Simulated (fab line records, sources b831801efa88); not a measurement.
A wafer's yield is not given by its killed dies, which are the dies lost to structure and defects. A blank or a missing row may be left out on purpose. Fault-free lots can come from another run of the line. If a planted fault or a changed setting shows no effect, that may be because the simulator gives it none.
Struck lot and sound lot, side by side | flow gf180mcu | 43 steps out of a route of 602
Sound: these wafers, L671.2, L671.5, L671.6. Struck: wafers L678.1, L678.2, L678.5. The cause comes at the end.
Each step with rows lists, per side, the tool, then ch with its chambers, then its first start. Under that, the readings that differ: sound wafers | struck wafers | difference of the means | sigmas: that difference in standard deviations of wafers without a fault.
alike: words and numbers the same on both sides, and readings whose means are apart by under 2 such deviations; not compared: readings that were withheld, readings missing a value for some wafer, numbers with overlapping values and no deviation given by the record, and bounds like >300 which may hide the same value.
A row with sigmas, a row that says differs or no value, or rows on one side alone: a step with any of these is where the two part. When numbers do not overlap yet have no deviation, they are printed without sigmas and do not part them. Lack of a reading on every wafer of one side parts them only where that side has two or more wafers.

first, 5 steps without rows for these wafers: GF_V4_COAT_09 (resist thk 1000 nm); GF_V4_SOFTBAKE_10 (time 60 s); GF_V4_EXPOSE_11 (exposes mask Via4, target cd 260 nm); GF_V4_PEB_12 (peb time 90 s); GF_V4_DEVELOP_13 (develop time 60 s).
GF_V4_CD_MEAS_14: the cd target is 260 nm.
  sound on cdSem-01, day 27 18:51; struck on cdSem-02, day 29 16:41
  alike: cdNm
GF_V4_OVL_MEAS_15:
  sound on overlay-02, day 27 18:58; struck on overlay-02, day 29 16:48
  alike: V4_OVL
then, 5 steps without rows for these wafers: GF_V4_ETCH_16 (etches BARC in N2/H2); GF_V4_ETCH_17 (etches SiO2 in C4F8/O2/Ar, stops on TiN, target depth 630 nm); GF_V4_STRIP_18 (strips in O2/N2); GF_V4_STRIP_19 (strips in post etch residue remover, time 1200 s); GF_V4_CLEAN_20 (cleans in DIW).
GF_V4_SPUTTER_21: material Ti, target thk 15 nm, time 80.02 s.
  sound on pvdSputter-04, day 27 19:40; struck on pvdSputter-04, day 29 17:32
  alike: throttleValvePct
GF_V4_SPUTTER_22: material TiN, target thk 10 nm, time 40 s.
  sound on pvdSputter-04, day 27 19:44; struck on pvdSputter-04, day 29 17:36
  alike: throttleValvePct
then, 1 step without rows for these wafers: GF_V4_CVD_23 (deposits W, target thk 350 nm, time 104.9 s).
GF_V4_RS_MEAS_24: measures by four-point-probe.
  sound on filmMetro-02, day 27 19:54; struck on filmMetro-02, day 29 17:45
  alike: V4_W_RS
GF_V4_THK_MEAS_25: measures by xrf.
  sound on filmMetro-02, day 27 20:01; struck on filmMetro-02, day 29 17:52
  alike: V4_W_THK
GF_V4_CMP_26: polishes, stops on SiO2, t overpolish 15 s, target thk 0 nm.
  sound on cmp-01 ch 0,1,2, day 27 20:13; struck on cmp-01 ch 0,2,3, day 29 18:02
  alike: motorCurrentA, overpolishRunS, retainingRingPressureFrac, timeToEndpointS
then, 1 step without rows for these wafers: GF_MIM_SPUTTER_00 (material Ti, target thk 37.5 nm, time 150 s).
GF_MIM_SPUTTER_01: material TiN, target thk 30 nm, time 25 s.
  sound on pvdSputter-03, day 27 20:28; struck on pvdSputter-03, day 29 18:20
  alike: throttleValvePct
then, 1 step without rows for these wafers: GF_MIM_SPUTTER_02 (material AlCu, target thk 450 nm, time 23.9 s).
GF_MIM_SPUTTER_03: material Ti, target thk 10 nm, time 6.7 s.
  sound on pvdSputter-03, day 27 20:31; struck on pvdSputter-03, day 29 18:23
  alike: throttleValvePct
then, 2 steps without rows for these wafers: GF_MIM_SPUTTER_04 (material TiN, target thk 50 nm, time 41.7 s); GF_MIM_CVD_05 (deposits Si3N4, target thk 42 nm, time 29.086 s).
GF_MIM_THK_MEAS_06:
  sound on filmMetro-01, day 27 20:38; struck on filmMetro-01, day 29 18:29
reading             | sound          | struck         | difference | sigmas
MIM_CVD_05_THK (nm) | 42.3 42.5 43.4 | 41.8 40.9 41.9 | -1.2       | -2
GF_MIM_SPUTTER_07: material TiN, target thk 60 nm, time 50 s.
  sound on pvdSputter-02, day 27 20:41; struck on pvdSputter-04, day 29 18:33
  alike: throttleValvePct
then, 2 steps without rows for these wafers: GF_MIM_SPUTTER_08 (material AlCu, target thk 200 nm, time 10.6 s); GF_MIM_SPUTTER_09 (material TiN, target thk 35 nm, time 29.2 s).
GF_MIM_RS_MEAS_10: measures by four-point-probe.
  sound on filmMetro-04, day 27 20:48; struck on filmMetro-03, day 29 18:39
  alike: MIM_ALCU_RS
GF_MIM_THK_MEAS_11: measures by xrf.
  sound on filmMetro-04, day 27 20:55; struck on filmMetro-03, day 29 18:46
  alike: MIM_ALCU_THK
then, 12 steps without rows for these wafers: GF_MIM_DEHYDRATE_12 (time 60 s); GF_MIM_HMDS_13 (prime time 60 s); GF_MIM_COAT_14 (resist thk 1000 nm); GF_MIM_SOFTBAKE_15 (time 60 s); GF_MIM_EXPOSE_16 (exposes mask FuseTop, target cd 2000 nm); GF_MIM_PEB_17; GF_MIM_DEVELOP_18 (develop time 60 s); GF_MIM_METAL_ETCH_19 (etches the open film in Cl2/BCl3, stops on Si3N4, target depth 324.5 nm, time 54.1 s); GF_MIM_STRIP_20 (strips in O2/N2); GF_MIM_STRIP_21 (strips in post etch residue remover, time 1200 s); GF_MIM_CLEAN_22 (cleans in DIW); GF_M5_DEHYDRATE_00 (time 60 s).
-- the record jumps here: 4 days lie between the struck wafers' starts before and after (it left off in module M5 and takes up again in module PASSIVATION, whose first step shown is number 602 of the route) --
GF_PASSIVATION_PROBE_99:
  rows exist in the record for the struck wafers here (prober-01, day 33 17:29), but not for the sound ones

## WHERE THEY PART
At GF_MIM_THK_MEAS_06 first; at GF_PASSIVATION_PROBE_99 last (within this record only).

WHY: the cause the simulator had injected
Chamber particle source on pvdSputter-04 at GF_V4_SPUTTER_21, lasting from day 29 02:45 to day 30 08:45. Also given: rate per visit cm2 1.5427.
